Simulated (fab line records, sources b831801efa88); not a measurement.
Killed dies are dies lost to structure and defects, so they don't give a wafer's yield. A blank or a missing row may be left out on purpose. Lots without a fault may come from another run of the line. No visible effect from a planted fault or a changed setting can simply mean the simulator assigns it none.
Which tool did it?    flow sky130    30 wafers from 10 lots sampled at 3 of the route's 708 steps

## WHAT THE GAUGES SHOWED, per wafer
SKY_SD_P_OVL_MEAS_08.
lot   measured      on          SD_P_OVL (nm)
L979  day 27 07:28  overlay-02  0.1 0.4 -0.3
L980  day 27 18:26  overlay-02  0.9 -0.4 0.2
L986  day 29 16:46  overlay-02  -0.2 -0.9 -1.3
L987  day 30 14:37  overlay-02  -0.9 -0.1 -0.4
L988  day 30 15:13  overlay-02  1.1 0.9 -0.5
L989  day 30 20:37  overlay-02  1.6 -1.0 0.0
L990  day 31 00:14  overlay-02  -0.2 -1.0 -1.5
L991  day 31 15:34  overlay-01  1.2 -1.7 -0.7
L994  day 32 02:47  overlay-01  -0.3 0.9 -0.6
L997  day 32 23:59  overlay-02  -1.9 0.7 0.5

SKY_SD_N_RS_MEAS_16: measurement is done with a four-point probe.
lot   measured      on             SD_N_RS (ohm/sq)
L979  day 29 16:16  film-metro-03  68.60 68.59 68.73
L980  day 30 03:43  film-metro-04  68.59 68.63 68.55
L986  day 32 01:07  film-metro-03  68.64 68.49 68.44
L987  day 32 21:53  film-metro-04  68.68 68.44 68.56
L988  day 32 23:17  film-metro-04  68.48 68.57 68.52
L989  day 33 03:52  film-metro-04  68.45 68.52 68.56
L990  day 33 07:22  film-metro-04  68.72 68.67 68.75
L991  day 33 21:45  film-metro-03  68.55 68.68 68.66
L994  day 34 08:41  film-metro-04  68.51 68.45 68.43
L997  day 35 05:59  film-metro-03  68.52 68.46 68.55

SKY_LI_CONTACT_CD_MEAS_12: the cd target is 170 nm.
lot   measured      on         cd-nm (nm)
L979  day 30 21:14  cd-sem-01  170.5 172.6 170.9
L980  day 31 07:43  cd-sem-02  168.2 170.0 169.1
L986  day 33 04:59  cd-sem-02  171.5 170.4 171.1
L987  day 34 01:10  cd-sem-02  170.3 169.4 169.0
L988  day 34 02:55  cd-sem-01  170.6 171.3 171.1
L989  day 34 07:23  cd-sem-02  168.3 170.4 170.9
L990  day 34 10:36  cd-sem-02  171.0 170.1 169.8
L991  day 35 00:43  cd-sem-01  169.0 168.5 170.6
L994  day 35 12:10  cd-sem-01  170.9 170.4 170.2
L997  day 36 09:28  cd-sem-01  171.6 172.4 171.8

## TOOL THAT RAN EACH LOT (tool first, then ch and the chambers of the sampled wafers, then the start)
Record: no process step prior to these readings.

## WHAT THE TOOLS THEMSELVES READ (means of the sampled wafers that have a number; where no wafer has one, the mark that the record gives instead)
The record holds no such reading with a usual standard deviation.

## THE ANSWER, worked out from the rows above alone
Rule: usual is defined by the lots themselves. The widest of any qualifying gaps counts: lots, ordered by their means at a reading, are off when they make up no more than a third of the lots, leave a main group of 4 or more, and stand apart from it by 3 or more times the standard deviation of that group's means. If all means in a main group match to the digits the tables above print for the reading, that group is not used. A lot without any number at a reading at which 4 lots or more have one is off too. Any other lot the step has rows for is counted as sound. Order of review: gauges by route order, followed by the tools' own readings, for which a lot's mean as printed above is used. The first step at which some lot is off is used, and at that step the reading that is off furthest; a lot without a number counts as furthest.
No lot is off at any reading shown: from this, nothing can be told.

## WHAT THE SIMULATOR PUT IN
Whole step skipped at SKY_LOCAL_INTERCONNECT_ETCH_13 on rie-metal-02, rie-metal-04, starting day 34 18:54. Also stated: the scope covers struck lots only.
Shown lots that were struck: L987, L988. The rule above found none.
